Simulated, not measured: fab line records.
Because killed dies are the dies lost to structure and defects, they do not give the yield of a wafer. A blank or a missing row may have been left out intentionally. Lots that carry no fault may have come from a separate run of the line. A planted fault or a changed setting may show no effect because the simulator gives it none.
A lot that was struck, set against a sound lot -- flow gf180mcu -- 15 steps out of a route of 602
Sound: these wafers, L969.1, L969.5, L969.6. Struck: wafers L972.1, L972.5, L972.6. The cause is given at the end.
Each step with rows lists, per side, the tool, then ch with its chambers, then its first start. Under that, the readings that differ: sound wafers -- struck wafers -- difference of the means -- sigmas: that difference in standard deviations of wafers without a fault.
alike: readings whose means differ by less than 2 such deviations, and words and numbers that are the same on both sides. not compared: withheld readings, readings that some wafer has no value for, bounds like >300 that may hide the same value, and numbers for which the record gives no deviation and whose values overlap.
A row with sigmas, a row that says differs or no value, or rows on one side alone: a step with any of these is where the two part. Numbers that have no deviation but don't overlap get no sigmas and don't part them. A reading missing from all wafers of one side parts the sides only when that side holds two or more wafers.

GF_M3_SPUTTER_04: material TiN, target thk 50 nm, time 41.7 s.
  sound on pvd-sputter-01 at day 23 03:38; struck on pvd-sputter-04 at day 24 06:45
  alike: throttle-valve-pct
GF_M3_RS_MEAS_05: measurement is done with a four-point probe.
  sound on film-metro-02 at day 23 03:40; struck on film-metro-04 at day 24 06:47
  alike: M3_ALCU_RS
GF_M3_THK_MEAS_06: measures by xrf.
  sound on film-metro-02 at day 23 03:47; struck on film-metro-04 at day 24 06:55
  alike: M3_ALCU_THK
then, 7 steps without rows for these wafers: GF_M3_DEHYDRATE_07 (time 60 s); GF_M3_HMDS_08 (prime time 60 s); GF_M3_COAT_09 (resist thk 1000 nm); GF_M3_SOFTBAKE_10 (time 60 s); GF_M3_EXPOSE_11 (exposes mask Metal3, target cd 280 nm); GF_M3_PEB_12 (peb time 90 s); GF_M3_DEVELOP_13 (develop time 60 s).
GF_M3_CD_MEAS_14 targets a cd of 280 nm.
  sound on cd-sem-02 at day 24 01:34; struck on cd-sem-02 at day 25 03:53
  alike: cd-nm
GF_M3_OVL_MEAS_15:
  sound on overlay-02 at day 24 01:41; struck on overlay-02 at day 25 04:00
  alike: M3_OVL
GF_M3_METAL_ETCH_16: etches the open film in Cl2/BCl3, stops on SiO2, target depth 627.5 nm, time 104.6 s.
  sound on rie-metal-01 ch 0, day 24 01:44; struck on rie-metal-02 ch 0,1, day 25 04:02
  no value came back on the struck wafers for any of 6 readings (bcl3-flow-sccm (sccm), bias-w (W) and others); on the sound wafers bcl3-flow-sccm (sccm) reads 39.74 39.92 39.66
reading,sound,struck,difference,sigmas
model.KrF_of_M3_COAT_09.thk-nm (nm),745.7 745.3 745.8,987.7 986.5 987.6,+241.7,
  not compared: rf-hours-counter-h
GF_M3_STRIP_17: strips in O2/N2.
  sound on plasma-asher-02 ch 0,1, day 24 01:57; struck on plasma-asher-04 ch 0,1, day 25 04:09
reading,sound,struck,difference,sigmas
oes-product-au (a.u.),0.561 0.564 0.559,0.658 0.659 0.662,+0.098,+17
strip-time-to-endpoint-s (s),7.97 7.98 7.98,10.23 10.22 10.22,+2.25,+26
  alike: drypump-motor-current-A, heater-power-w, n2-flow-sccm
  not compared: rf-hours-counter-h
then, 1 step without rows for these wafers: GF_M3_STRIP_18 (strips in post etch residue remover, time 1200 s).

## WHERE THEY PART
First at GF_M3_METAL_ETCH_16; last, within this record, at GF_M3_STRIP_17.

WHY: the cause the simulator had injected
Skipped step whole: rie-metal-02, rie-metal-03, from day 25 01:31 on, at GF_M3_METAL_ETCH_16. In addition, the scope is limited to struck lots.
